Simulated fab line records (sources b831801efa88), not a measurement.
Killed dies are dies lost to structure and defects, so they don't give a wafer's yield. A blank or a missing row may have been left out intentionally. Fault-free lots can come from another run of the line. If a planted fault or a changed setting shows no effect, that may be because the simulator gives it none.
Matching of chambers / flow gf180mcu / GF_V1_CVD_02 on pecvd-02: 3 sister chambers
The step deposits SiO2 from TEOS, target thk 850 nm, time 94.851 s. 6 wafers are shown with their chamber, then 7 later ones without.

== EACH WAFER AND ITS CHAMBER ==
wafer=L082.2; chamber=1; heater-power-w (W)=755
wafer=L082.4; chamber=1; heater-power-w (W)=801
wafer=L082.5; chamber=0; heater-power-w (W)=565
wafer=L082.6; chamber=2; heater-power-w (W)=639
wafer=L083.1; chamber=2; heater-power-w (W)=515
wafer=L083.2; chamber=0; heater-power-w (W)=638

== WAFERS WITH NO CHAMBER GIVEN ==
wafer=L083.6; heater-power-w (W)=642
wafer=L086.1; heater-power-w (W)=701
wafer=L086.2; heater-power-w (W)=696
wafer=L086.3; heater-power-w (W)=636
wafer=L086.4; heater-power-w (W)=561
wafer=L086.5; heater-power-w (W)=761
wafer=L086.6; heater-power-w (W)=500

== WHICH CHAMBER EACH WENT THROUGH ==
wafer=L083.6; from the rows above=can't be placed: 0 or 2 or 1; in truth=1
wafer=L086.1; from the rows above=can't be placed: 1 or 0 or 2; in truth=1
wafer=L086.2; from the rows above=can't be placed: 1 or 0 or 2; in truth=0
wafer=L086.3; from the rows above=can't be placed: 0 or 2 or 1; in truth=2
wafer=L086.4; from the rows above=can't be placed: 2 or 0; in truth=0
wafer=L086.5; from the rows above=1; in truth=1
wafer=L086.6; from the rows above=can't be placed: 2 or 0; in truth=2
Placed correctly: 1 of 7. From these rows, 6 cannot be placed; in 6 the true chamber is one of the candidates. Placed wrongly: 0.
How it was worked out, from the rows above alone: a wafer's distance from a chamber is the root of the sum, over the readings, of the square of ((its reading less the chamber's mean) divided by the reading's scatter). The wafer belongs to the nearest chamber; if the next one is less than 2 further off, it can't be placed. The mean given for a chamber averages the wafers shown for that chamber. The scatter: take each reading less its chamber's mean, square it, sum over the shown wafers, divide by the number of wafers less the number of chambers, and take the root.
